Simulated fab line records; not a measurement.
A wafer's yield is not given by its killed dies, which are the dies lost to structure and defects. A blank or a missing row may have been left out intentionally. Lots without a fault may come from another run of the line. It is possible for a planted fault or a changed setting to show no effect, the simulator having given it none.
Which tool did it?	flow gf180mcu	Sampling: 13 lots, 39 wafers, 3 of 602 route steps

## WHAT THE GAUGES READ, wafer by wafer
GF_TOP_METAL_CD_MEAS_14: the cd target is 440 nm. Usual: cd_nm at 439.8 nm, with a standard deviation of 1.8.
lot	measured	on	cd_nm (nm)	flag
L656	day 29 01:35	cd_sem-01	439.9 440.7 439.0	
L658	day 30 00:42	cd_sem-02	440.5 438.9 440.2	
L660	day 30 11:07	cd_sem-01	438.7 439.3 437.7	
L661	day 30 13:15	cd_sem-02	441.2 441.2 442.2	
L662	day 30 22:52	cd_sem-01	439.3 437.9 439.1	
L667	day 32 03:52	cd_sem-01	442.8 443.3 442.9	
L668	day 33 00:53	cd_sem-01	440.5 440.6 442.3	
L671	day 33 10:19	cd_sem-02	439.7 438.9 439.6	
L672	day 33 14:09	cd_sem-01	437.6 438.2 437.2	
L673	day 33 19:07	cd_sem-01	441.0 439.5 440.3	
L674	day 33 23:46	cd_sem-02	442.3 442.9 441.1	
L675	day 34 03:11	cd_sem-02	435.8 438.4 437.6	
L676	day 34 07:41	cd_sem-02	440.4 440.4 441.5	

## TOOL THAT RAN EACH LOT (tool first, then ch and the chambers of the sampled wafers, then the start)
lot	GF_V3_SPUTTER_22	GF_TOP_METAL_SPUTTER_00
L656	pvd_sputter-02, day 23 14:49	pvd_sputter-02, day 28 06:19
L658	pvd_sputter-01, day 24 16:38	pvd_sputter-03, day 29 05:47
L660	pvd_sputter-01, day 25 03:43	pvd_sputter-03, day 29 16:11
L661	pvd_sputter-01, day 25 06:11	pvd_sputter-01, day 29 18:59
L662	pvd_sputter-01, day 25 17:19	pvd_sputter-01, day 30 04:41
L667	pvd_sputter-02, day 27 05:22	pvd_sputter-01, day 31 10:55
L668	pvd_sputter-04, day 28 04:40	pvd_sputter-02, day 32 08:21
L671	pvd_sputter-01, day 28 15:49	pvd_sputter-02, day 32 18:01
L672	pvd_sputter-04, day 28 21:29	pvd_sputter-03, day 32 22:32
L673	pvd_sputter-02, day 29 04:10	pvd_sputter-02, day 33 03:32
L674	pvd_sputter-02, day 29 08:35	pvd_sputter-03, day 33 07:46
L675	pvd_sputter-02, day 29 13:05	pvd_sputter-01, day 33 11:23
L676	pvd_sputter-04, day 29 19:16	pvd_sputter-03, day 33 16:03
- GF_V3_SPUTTER_22: material TiN, target thk 10 nm, time 40 s.
- GF_TOP_METAL_SPUTTER_00: material Ti, target thk 37.5 nm, time 150 s.

## AS READ BY THE TOOLS THEMSELVES (means over the sampled wafers that have a number; for cases with no such wafer, the mark the record gives instead)
GF_V3_SPUTTER_22. Usual: cathode_dc_power_W 4000.0 W, standard deviation 0.74; throttle_valve_pct 30.1 %, standard deviation 0.87.
lot	tool	cathode_dc_power_W (W)	throttle_valve_pct (%)	flag
L656	pvd_sputter-02	4000.1	29.6	
L658	pvd_sputter-01	4000.0	31.0	
L660	pvd_sputter-01	4000.2	30.9	
L661	pvd_sputter-01	3999.7	30.8	
L662	pvd_sputter-01	3999.6	30.6	
L667	pvd_sputter-02	3999.3	29.4	
L668	pvd_sputter-04	3999.9	30.1	
L671	pvd_sputter-01	3999.9	30.5	
L672	pvd_sputter-04	3999.9	30.0	
L673	pvd_sputter-02	4000.0	29.6	
L674	pvd_sputter-02	3999.6	30.1	
L675	pvd_sputter-02	4000.5	29.7	
L676	pvd_sputter-04	3999.6	30.7	

GF_TOP_METAL_SPUTTER_00. Usual: cathode_dc_power_W 3999.9 W, standard deviation 0.67; throttle_valve_pct 30.1 %, standard deviation 0.81.
lot	tool	cathode_dc_power_W (W)	throttle_valve_pct (%)	flag
L656	pvd_sputter-02	3999.2	29.8	
L658	pvd_sputter-03	3999.8	30.2	
L660	pvd_sputter-03	4000.4	29.5	
L661	pvd_sputter-01	3999.3	30.8	
L662	pvd_sputter-01	4000.1	30.8	
L667	pvd_sputter-01	4000.3	30.5	
L668	pvd_sputter-02	3999.8	28.8	
L671	pvd_sputter-02	3999.7	30.4	
L672	pvd_sputter-03	4000.2	29.6	
L673	pvd_sputter-02	4000.9	29.5	
L674	pvd_sputter-03	3999.5	29.8	
L675	pvd_sputter-01	3999.7	30.3	
L676	pvd_sputter-03	4000.3	29.6	

## THE ANSWER, worked out from the rows above alone
Rule: a lot is off if the mean of its wafers that have a number lies more than 3 standard deviations from the usual mean. Also off: a lot with no number at a reading for which 4 or more lots have one. Any other lot the step has rows for is counted as sound. Order of review: gauges by route order, followed by the tools' own readings, for which a lot's mean as printed above is used. The first step at which some lot is off is used, and at that step the reading that is off furthest; a lot without a number counts as furthest.
No lot is off on any of the readings shown, so nothing can be concluded from this.

## WHAT THE SIMULATOR PUT IN
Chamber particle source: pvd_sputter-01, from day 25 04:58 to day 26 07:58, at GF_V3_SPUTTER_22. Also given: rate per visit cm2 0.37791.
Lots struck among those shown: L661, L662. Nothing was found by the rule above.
